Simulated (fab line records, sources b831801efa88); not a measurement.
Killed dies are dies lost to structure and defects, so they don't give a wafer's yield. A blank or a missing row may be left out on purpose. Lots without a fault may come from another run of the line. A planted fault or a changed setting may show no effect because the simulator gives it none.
Which tool did it? | flow gf180mcu | 15 lots, 45 wafers sampled, at 3 steps of a route of 602

WHAT THE GAUGES READ, wafer by wafer
GF_V4_THK_MEAS_03.
lot  | measured     | on            | V4_CVD_02_THK (nm)
L493 | day 23 17:25 | film_metro-02 | 847 839 850
L494 | day 24 00:59 | film_metro-03 | 836 836 854
L496 | day 24 19:11 | film_metro-03 | 831 845 852
L497 | day 25 01:05 | film_metro-03 | 853 827 844
L499 | day 25 21:56 | film_metro-03 | 855 864 878
L500 | day 26 04:35 | film_metro-02 | 832 844 846
L501 | day 26 23:50 | film_metro-01 | 844 846 865
L502 | day 27 05:40 | film_metro-02 | 829 849 855
L508 | day 29 00:02 | film_metro-03 | 843 847 859
L509 | day 29 01:21 | film_metro-01 | 861 873 859
L510 | day 29 05:43 | film_metro-01 | 836 847 841
L512 | day 29 17:16 | film_metro-02 | 857 847 854
L513 | day 30 00:56 | film_metro-02 | 838 829 824
L514 | day 30 05:15 | film_metro-03 | 837 864 846
L515 | day 30 16:02 | film_metro-03 | 841 840 846

GF_V4_RS_MEAS_24: measures by four-point-probe.
lot  | measured     | on            | V4_W_RS (ohm/sq)
L493 | day 24 16:47 | film_metro-02 | 0.325 0.333 0.329
L494 | day 25 00:56 | film_metro-02 | 0.332 0.332 0.329
L496 | day 25 18:27 | film_metro-01 | 0.325 0.326 0.325
L497 | day 26 00:13 | film_metro-02 | 0.317 0.332 0.317
L499 | day 26 20:38 | film_metro-02 | 0.324 0.323 0.326
L500 | day 27 02:39 | film_metro-02 | 0.318 0.332 0.317
L501 | day 27 21:06 | film_metro-01 | 0.320 0.335 0.319
L502 | day 28 03:29 | film_metro-03 | 0.336 0.318 0.320
L508 | day 29 20:49 | film_metro-02 | 0.315 0.316 0.329
L509 | day 29 21:10 | film_metro-03 | 0.324 0.325 0.324
L510 | day 30 02:20 | film_metro-01 | 0.328 0.327 0.332
L512 | day 30 13:20 | film_metro-01 | 0.331 0.333 0.329
L513 | day 30 20:06 | film_metro-03 | 0.327 0.324 0.331
L514 | day 31 01:10 | film_metro-03 | 0.326 0.323 0.328
L515 | day 31 11:46 | film_metro-01 | 0.327 0.325 0.328

WHICH TOOL RAN EACH LOT (tool, then ch and the chambers of the sampled wafers, then the start)
lot  | GF_V4_SPUTTER_21
L493 | pvd_sputter-01, day 24 16:35
L494 | pvd_sputter-03, day 25 00:44
L496 | pvd_sputter-02, day 25 18:14
L497 | pvd_sputter-01, day 25 23:56
L499 | pvd_sputter-02, day 26 20:23
L500 | pvd_sputter-02, day 27 02:25
L501 | pvd_sputter-03, day 27 20:53
L502 | pvd_sputter-02, day 28 03:15
L508 | pvd_sputter-03, day 29 20:35
L509 | pvd_sputter-01, day 29 20:53
L510 | pvd_sputter-03, day 30 02:07
L512 | pvd_sputter-01, day 30 13:08
L513 | pvd_sputter-02, day 30 19:53
L514 | pvd_sputter-01, day 31 00:56
L515 | pvd_sputter-03, day 31 11:31
- GF_V4_SPUTTER_21: material Ti, target thk 15 nm, time 80.02 s.

WHAT THE TOOLS THEMSELVES READ (means of the sampled wafers that have a number; where no wafer has one, the mark that the record gives instead)
GF_V4_SPUTTER_21.
lot  | tool           | chamber_pressure_pa (Pa) | throttle_valve_pct (%)
L493 | pvd_sputter-01 | 4.996                    | 29.4
L494 | pvd_sputter-03 | 5.013                    | 28.4
L496 | pvd_sputter-02 | 4.994                    | 31.0
L497 | pvd_sputter-01 | 4.993                    | 29.3
L499 | pvd_sputter-02 | 4.998                    | 31.1
L500 | pvd_sputter-02 | 4.998                    | 30.8
L501 | pvd_sputter-03 | 5.010                    | 30.3
L502 | pvd_sputter-02 | 4.998                    | 31.0
L508 | pvd_sputter-03 | 4.999                    | 30.8
L509 | pvd_sputter-01 | 5.013                    | 29.3
L510 | pvd_sputter-03 | 5.004                    | 30.3
L512 | pvd_sputter-01 | 4.997                    | 29.4
L513 | pvd_sputter-02 | 5.003                    | 30.2
L514 | pvd_sputter-01 | 4.996                    | 29.7
L515 | pvd_sputter-03 | 4.993                    | 30.4

THE ANSWER, worked out from the rows above alone
Rule: what is usual is taken from the lots themselves. Put in order of their means at a reading, lots are off if they are a third of the lots or fewer, leave a main group of 4 or more, and stand apart from it by a gap of 3 or more times the standard deviation of the main group's means; of several such gaps the widest counts. A main group whose means are all the same, to the digits that the tables above print for the reading, isn't used. A lot without any number at a reading at which 4 lots or more have one is off too. The other lots that the step has rows for count as sound. The gauges are gone through in route order, then the tools' own readings, and for those a lot's mean is taken as printed above. The first step at which some lot is off is used, and at that step the reading that is off furthest; a lot without a number counts as furthest.
No lot is off at any reading shown: from this, nothing can be told.

WHAT THE SIMULATOR HAD PUT IN
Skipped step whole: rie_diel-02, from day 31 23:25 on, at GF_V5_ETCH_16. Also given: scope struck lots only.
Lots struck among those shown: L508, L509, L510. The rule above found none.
